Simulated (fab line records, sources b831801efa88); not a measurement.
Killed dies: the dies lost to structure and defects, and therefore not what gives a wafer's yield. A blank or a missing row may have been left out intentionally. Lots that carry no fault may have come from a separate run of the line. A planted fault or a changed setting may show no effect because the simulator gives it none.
8D (eight disciplines) problem report, filled in by code / flow sky130 / the parts of the form that need people (team, actions taken, sign-off) are left out

## 1. WHAT WENT WRONG
VT_ADJUST_PCH_TW at SKY_VT_ADJUST_PCH_TW_MEAS_10 reads a mean of 114.4 on 9 wafers of 3 lots; wafers without a fault read 143.6 with a standard deviation of 1.4. That is -21 standard deviations from the usual mean.
First observed at day 15 07:32: wafer L223.1, on film_metro-04. At this step, 39 wafers from 13 lots have a number in the record. The rule behind "out" and "out of limits": a value lying over 4 standard deviations away from the usual mean. The rest of the wafers with a number are treated as sound.

## 2. WHAT THIS IS AND IS NOT
question=which readings at this step | is=VT_ADJUST_PCH_TW | is not=-
question=which lots | is=L223, L224, L225 | is not=L211, L212, L213, L215, L216, L219, L227, L229, L230, L232
question=which wafers of those lots | is=all that have a number | is not=-
question=read on which gauges | is=film_metro-02, film_metro-04 | is not=film_metro-03
question=when | is=from day 15 07:32 | is not=up to then (18 sound wafers); but 12 sound wafers of L227, L229, L230, L232 came after

## 3. SUSPECTS, AND WHAT RULES EACH OUT
Counting: a tool at any process step up to the reading remains a suspect when it ran all the lots that are out and ran no sound lot after the first of those.
- the gauge at SKY_VT_ADJUST_PCH_TW_MEAS_10 has been ruled out. The wafers that are out were read on 2 gauges (film_metro-02, film_metro-04).
- implanter-03 at SKY_VT_ADJUST_PCH_IMPLANT_08: kept. It processed each lot that is out, first L223 at day 15 07:17, and no sound lot thereafter; up to then, the last sound lot it processed was L219 at day 13 21:41. Out on those wafers are its own readings of dose_ions_cm2, faraday_current_uA.
After counting, what remains is implanter-03 at SKY_VT_ADJUST_PCH_IMPLANT_08.

## 4. THE CAUSE (what the simulator had put in)
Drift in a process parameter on implanter-03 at SKY_VT_ADJUST_PCH_IMPLANT_08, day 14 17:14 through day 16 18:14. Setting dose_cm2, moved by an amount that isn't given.
The count eliminated every tool but this one.

## 5. SEQUENCE OF EFFECTS, ordered by route
Each row: a reading whose mean over the struck wafers that have a number lies more than 3 standard deviations from the usual. Scope: only readings with a usual standard deviation given in the record; hours: median across lots of the time from each lot's start at the first step in this table that gives one to its start at this step; sigmas: change in usual standard deviations.
hours=0; step=SKY_VT_ADJUST_PCH_IMPLANT_08; reading=dose_ions_cm2; usual=5e+11; on struck wafers=2e+11; change=-3e+11; sigmas=-99 or more
hours=0; step=SKY_VT_ADJUST_PCH_IMPLANT_08; reading=faraday_current_uA; usual=2.82; on struck wafers=1.12; change=-1.70; sigmas=-32
hours=0; step=SKY_VT_ADJUST_PCH_TW_MEAS_10; reading=VT_ADJUST_PCH_TW; usual=143.6; on struck wafers=114.4; change=-29.2; sigmas=-21
Its process steps:
- SKY_VT_ADJUST_PCH_IMPLANT_08
At these later measuring or inspecting steps, every struck wafer for which the step has a row has a number for every such reading, and none has moved that far: SKY_SONOS_ONO_OVL_MEAS_14.

## 6. HOW IT WOULD HAVE BEEN CAUGHT EARLIER
In this record the first reading out of limits at a measuring or inspecting step was taken at day 15 07:32, 14 hours after the fault began at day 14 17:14.
The tool's own readings at SKY_VT_ADJUST_PCH_IMPLANT_08 were out on every struck wafer that the step has a row for (dose_ions_cm2, faraday_current_uA): an alarm limit on them would have fired on the first of those.
Among the 3 lots that are out, L224, L225 began SKY_VT_ADJUST_PCH_IMPLANT_08 on implanter-03 after day 15 07:32. A hold on the tool at that time would have spared those 2.
